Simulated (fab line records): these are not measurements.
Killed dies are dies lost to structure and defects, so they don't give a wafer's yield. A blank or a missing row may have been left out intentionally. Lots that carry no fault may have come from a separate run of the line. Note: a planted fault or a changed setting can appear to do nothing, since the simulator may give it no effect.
Which tool did it? | flow sky130 | 24 lots with 72 wafers sampled at 5 steps, on a route of 708 steps

== WHAT THE GAUGES READ, wafer by wafer ==
SKY_CONTACT_OVL_MEAS_15.
lot  | measured     | on         | CONTACT_OVL (nm)
L074 | day 31 08:27 | overlay-01 | 2 -3 3
L075 | day 31 18:23 | overlay-02 | 5 4 -4
L076 | day 31 22:23 | overlay-01 | -1 2 -8
L077 | day 32 11:59 | overlay-01 | 8 0 8
L078 | day 32 21:20 | overlay-02 | 4 -1 0
L079 | day 32 22:38 | overlay-02 | 12 5 6
L080 | day 33 14:56 | overlay-01 | 5 0 -5
L081 | day 33 22:29 | overlay-02 | 2 4 10
L082 | day 34 04:34 | overlay-01 | 2 -1 8
L083 | day 34 13:29 | overlay-01 | 1 -7 -5
L084 | day 34 20:39 | overlay-02 | -13 -7 -8
L085 | day 35 05:14 | overlay-02 | -11 2 -8
L086 | day 35 15:57 | overlay-02 | 2 4 5
L087 | day 36 03:27 | overlay-01 | -1 7 4
L089 | day 36 07:47 | overlay-02 | 17 2 2
L088 | day 36 10:04 | overlay-01 | -6 -12 -1
L091 | day 37 03:41 | overlay-02 | -4 -11 -5
L092 | day 37 05:41 | overlay-02 | 0 -7 5
L090 | day 37 07:08 | overlay-01 | 2 -2 -4
L093 | day 37 12:46 | overlay-01 | 3 1 1
L094 | day 37 20:27 | overlay-01 | -9 -8 -1
L095 | day 38 06:23 | overlay-01 | -3 -4 4
L096 | day 38 08:57 | overlay-01 | 5 4 3
L097 | day 38 17:03 | overlay-01 | 3 -6 7

SKY_VIA3_OVL_MEAS_13.
lot  | measured     | on         | VIA3_OVL (nm)
L074 | day 39 12:03 | overlay-01 | -1 -7 2
L075 | day 39 21:17 | overlay-02 | -5 3 0
L076 | day 39 22:14 | overlay-01 | -4 -7 0
L077 | day 40 14:18 | overlay-02 | -1 5 1
L078 | day 40 21:18 | overlay-01 | -3 2 -3
L079 | day 40 23:53 | overlay-02 | 1 7 -10
L080 | day 41 12:06 | overlay-02 | -9 0 3
L081 | day 41 20:51 | overlay-01 | 4 4 -4
L082 | day 42 00:43 | overlay-01 | 5 11 1
L083 | day 42 09:11 | overlay-02 | -4 -11 -6
L084 | day 42 15:02 | overlay-02 | -2 4 0
L085 | day 43 00:47 | overlay-01 | 3 8 -3
L086 | day 43 07:08 | overlay-02 | 9 -3 4
L087 | day 43 20:10 | overlay-01 | -1 -1 -6
L089 | day 43 22:52 | overlay-01 | -3 -13 6
L088 | day 44 01:36 | overlay-01 | -4 -4 -2
L091 | day 44 14:29 | overlay-02 | 2 4 4
L092 | day 44 18:39 | overlay-01 | -2 -5 9
L090 | day 44 19:09 | overlay-02 | 5 0 1
L093 | day 44 23:58 | overlay-01 | 0 2 -3
L094 | day 45 05:06 | overlay-02 | -4 -6 -13
L095 | day 45 12:21 | overlay-02 | -3 4 3
L096 | day 45 15:47 | overlay-01 | -3 -9 -12
L097 | day 45 21:35 | overlay-01 | -7 6 -7

== WHAT TOOL EACH LOT RAN ON (gives the tool, then ch and the chambers of the sampled wafers, and finally the start) ==
lot  | SKY_SD_N_STRIP_11                    | SKY_VIA1_STRIP_16                    | SKY_CAPM_CVD_00
L074 | plasma-asher-02 ch 0,1, day 27 17:19 | plasma-asher-01 ch 0,1, day 33 17:52 | pecvd-03 ch 0,2, day 36 04:30
L075 | plasma-asher-02 ch 0,1, day 28 03:10 | plasma-asher-02 ch 0,1, day 34 03:07 | pecvd-01 ch 1,2, day 36 13:11
L076 | plasma-asher-03 ch 0,1, day 28 07:27 | plasma-asher-04 ch 0,1, day 34 07:28 | pecvd-04 ch 0,1,2, day 36 15:54
L077 | plasma-asher-02 ch 0,1, day 28 21:11 | plasma-asher-02 ch 0,1, day 34 21:01 | pecvd-01 ch 1,2, day 37 06:53
L078 | plasma-asher-03 ch 0, day 29 06:40   | plasma-asher-02 ch 0, day 35 05:47   | pecvd-03 ch 1,2, day 37 14:50
L079 | plasma-asher-03 ch 0,1, day 29 09:01 | plasma-asher-04 ch 1, day 35 06:28   | pecvd-01 ch 0,1, day 37 16:38
L080 | plasma-asher-03 ch 0,1, day 30 01:44 | plasma-asher-01 ch 0,1, day 35 23:55 | pecvd-03 ch 0,1, day 38 08:45
L081 | plasma-asher-03 ch 0,1, day 30 09:58 | plasma-asher-04 ch 0,1, day 36 07:07 | pecvd-03 ch 1,2, day 38 16:20
L082 | plasma-asher-04 ch 0,1, day 30 15:52 | plasma-asher-01 ch 0,1, day 36 12:06 | pecvd-03 ch 0,1,2, day 38 21:13
L083 | plasma-asher-03 ch 0,1, day 31 00:01 | plasma-asher-02 ch 0,1, day 36 21:34 | pecvd-03 ch 0,1,2, day 39 05:44
L084 | plasma-asher-04 ch 0,1, day 31 07:53 | plasma-asher-01 ch 0,1, day 37 04:31 | pecvd-01 ch 0,1,2, day 39 12:18
L085 | plasma-asher-04 ch 0,1, day 31 17:02 | plasma-asher-04 ch 0, day 37 12:40   | pecvd-01 ch 1,2, day 39 21:45
L086 | plasma-asher-03 ch 0,1, day 32 02:05 | plasma-asher-02 ch 0,1, day 37 23:10 | pecvd-01 ch 0,1,2, day 40 05:50
L087 | plasma-asher-04 ch 0,1, day 32 15:42 | plasma-asher-02 ch 0,1, day 38 11:21 | pecvd-03 ch 0,1,2, day 40 18:27
L089 | plasma-asher-02 ch 0,1, day 32 21:01 | plasma-asher-04 ch 0,1, day 38 15:16 | pecvd-01 ch 0,1, day 40 21:32
L088 | plasma-asher-04 ch 0,1, day 32 22:46 | plasma-asher-04 ch 0,1, day 38 17:54 | pecvd-03 ch 0,1, day 41 00:41
L091 | plasma-asher-04 ch 0,1, day 33 16:11 | plasma-asher-04 ch 0,1, day 39 10:25 | pecvd-03 ch 0,1, day 41 16:47
L092 | plasma-asher-02 ch 0,1, day 33 18:22 | plasma-asher-02 ch 1, day 39 13:28   | pecvd-04 ch 0,1, day 41 18:37
L090 | plasma-asher-02 ch 0,1, day 33 18:58 | plasma-asher-04 ch 1, day 39 14:07   | pecvd-03 ch 0,1,2, day 41 19:47
L093 | plasma-asher-03 ch 0,1, day 34 01:21 | plasma-asher-01 ch 0,1, day 39 19:45 | pecvd-04 ch 0,2, day 42 00:51
L094 | plasma-asher-02 ch 0,1, day 34 08:43 | plasma-asher-04 ch 0,1, day 40 02:28 | pecvd-03 ch 0,1,2, day 42 06:49
L095 | plasma-asher-03 ch 0,1, day 34 18:44 | plasma-asher-04 ch 0,1, day 40 11:34 | pecvd-04 ch 0,1,2, day 42 15:04
L096 | plasma-asher-02 ch 0,1, day 34 21:32 | plasma-asher-04 ch 0,1, day 40 14:46 | pecvd-04 ch 0,2, day 42 18:52
L097 | plasma-asher-04 ch 0,1, day 35 05:52 | plasma-asher-04 ch 0,1, day 40 21:19 | pecvd-03 ch 1,2, day 43 01:06
- SKY_SD_N_STRIP_11: strips in O2/N2.
- SKY_VIA1_STRIP_16: strips in O2/N2.
- SKY_CAPM_CVD_00: deposits SiO2, target thk 15.5 nm.

== AS READ BY THE TOOLS THEMSELVES (means over the sampled wafers that have a number; for cases with no such wafer, the mark the record gives instead) ==
SKY_SD_N_STRIP_11.
lot  | tool            | drypump-motor-current-A (A) | n2-flow-sccm (sccm) | oes-product-au (a.u.) | strip-time-to-endpoint-s (s)
L074 | plasma-asher-02 | 6.49                        | 300.3               | 0.534                 | 22.56
L075 | plasma-asher-02 | 6.51                        | 299.7               | 0.524                 | 22.57
L076 | plasma-asher-03 | 6.22                        | 300.1               | 0.529                 | 22.54
L077 | plasma-asher-02 | 6.49                        | 299.6               | 0.527                 | 22.56
L078 | plasma-asher-03 | 6.17                        | 300.1               | 0.525                 | 22.56
L079 | plasma-asher-03 | 6.25                        | 301.0               | 0.527                 | 22.60
L080 | plasma-asher-03 | 6.24                        | 300.0               | 0.531                 | 22.52
L081 | plasma-asher-03 | 6.25                        | 300.3               | 0.527                 | 22.57
L082 | plasma-asher-04 | 5.81                        | 300.2               | 0.528                 | 22.59
L083 | plasma-asher-03 | 6.20                        | 300.7               | 0.525                 | 22.56
L084 | plasma-asher-04 | 5.85                        | 299.9               | 0.528                 | 22.61
L085 | plasma-asher-04 | 5.85                        | 300.2               | 0.530                 | 22.55
L086 | plasma-asher-03 | 6.26                        | 300.2               | 0.532                 | 22.62
L087 | plasma-asher-04 | 5.84                        | 301.0               | 0.527                 | 22.61
L089 | plasma-asher-02 | 6.29                        | 299.9               | 0.528                 | 22.53
L088 | plasma-asher-04 | 5.80                        | 300.4               | 0.528                 | 22.58
L091 | plasma-asher-04 | 5.80                        | 299.6               | 0.527                 | 22.58
L092 | plasma-asher-02 | 6.28                        | 300.7               | 0.530                 | 22.57
L090 | plasma-asher-02 | 6.27                        | 300.0               | 0.529                 | 22.48
L093 | plasma-asher-03 | 6.23                        | 300.1               | 0.531                 | 22.60
L094 | plasma-asher-02 | 6.49                        | 300.6               | 0.532                 | 22.61
L095 | plasma-asher-03 | 6.23                        | 301.9               | 0.527                 | 22.60
L096 | plasma-asher-02 | 6.48                        | 299.7               | 0.527                 | 22.64
L097 | plasma-asher-04 | 5.82                        | 299.4               | 0.529                 | 22.59

SKY_VIA1_STRIP_16.
lot  | tool            | drypump-motor-current-A (A) | n2-flow-sccm (sccm) | oes-product-au (a.u.) | strip-time-to-endpoint-s (s)
L074 | plasma-asher-01 | 6.2                         | 300.9               | 0.415                 | 4.473
L075 | plasma-asher-02 | 6.3                         | 299.3               | 0.418                 | 4.458
L076 | plasma-asher-04 | 5.8                         | 299.6               | 0.414                 | 4.439
L077 | plasma-asher-02 | 6.3                         | 300.7               | 0.414                 | 4.445
L078 | plasma-asher-02 | 6.7                         | 300.6               | 0.414                 | 4.456
L079 | plasma-asher-04 | 5.9                         | 300.4               | 0.412                 | 4.431
L080 | plasma-asher-01 | 6.3                         | 300.0               | 0.417                 | 4.457
L081 | plasma-asher-04 | 5.8                         | 299.8               | 0.419                 | 4.438
L082 | plasma-asher-01 | 6.3                         | 300.7               | 0.416                 | 4.466
L083 | plasma-asher-02 | 6.5                         | 299.5               | 0.415                 | 4.456
L084 | plasma-asher-01 | 6.2                         | 300.0               | 0.416                 | 4.470
L085 | plasma-asher-04 | 5.7                         | 299.6               | 0.413                 | 4.424
L086 | plasma-asher-02 | 6.5                         | 300.1               | 0.414                 | 4.460
L087 | plasma-asher-02 | 6.5                         | 300.1               | 0.418                 | 4.476
L089 | plasma-asher-04 | 5.8                         | 300.1               | 0.413                 | 4.436
L088 | plasma-asher-04 | 5.9                         | 299.3               | 0.418                 | 4.483
L091 | plasma-asher-04 | 5.8                         | 299.4               | 0.419                 | 4.455
L092 | plasma-asher-02 | 6.1                         | 299.9               | 0.417                 | 4.477
L090 | plasma-asher-04 | 5.9                         | 299.7               | 0.416                 | 4.473
L093 | plasma-asher-01 | 6.1                         | 299.5               | 0.411                 | 4.448
L094 | plasma-asher-04 | 5.9                         | 300.4               | 0.413                 | 4.449
L095 | plasma-asher-04 | 5.8                         | 300.9               | 0.416                 | 4.485
L096 | plasma-asher-04 | 5.9                         | 300.5               | 0.417                 | 4.468
L097 | plasma-asher-04 | 5.8                         | 300.8               | 0.416                 | 4.454

SKY_CAPM_CVD_00.
lot  | tool     | heater-power-w (W)
L074 | pecvd-03 | 686
L075 | pecvd-01 | 752
L076 | pecvd-04 | 826
L077 | pecvd-01 | 678
L078 | pecvd-03 | 692
L079 | pecvd-01 | 732
L080 | pecvd-03 | 640
L081 | pecvd-03 | 705
L082 | pecvd-03 | 724
L083 | pecvd-03 | 658
L084 | pecvd-01 | 659
L085 | pecvd-01 | 709
L086 | pecvd-01 | 752
L087 | pecvd-03 | 679
L089 | pecvd-01 | 725
L088 | pecvd-03 | 694
L091 | pecvd-03 | 612
L092 | pecvd-04 | 831
L090 | pecvd-03 | 652
L093 | pecvd-04 | 801
L094 | pecvd-03 | 644
L095 | pecvd-04 | 780
L096 | pecvd-04 | 847
L097 | pecvd-03 | 698

== THE ANSWER, worked out from the rows above alone ==
Rule: usual is defined by the lots themselves. Put in order of their means at a reading, lots are off if they are a third of the lots or fewer, leave a main group of 4 or more, and stand apart from it by a gap of 3 or more times the standard deviation of the main group's means; of several such gaps the widest counts. If all means in a main group match to the digits the tables above print for the reading, that group is not used. Also off: a lot with no number at a reading for which 4 or more lots have one. Where the step has rows for the other lots, those lots are counted as sound. After the gauges, taken in route order, come the tools' own readings; for these a lot's mean is taken, as printed above. At the first step where some lot is off, the reading lying furthest off is the one used; lots without a number count as furthest.
None of the lots is off at any reading shown; this tells nothing.

== WHAT HAD BEEN PUT IN BY THE SIMULATOR ==
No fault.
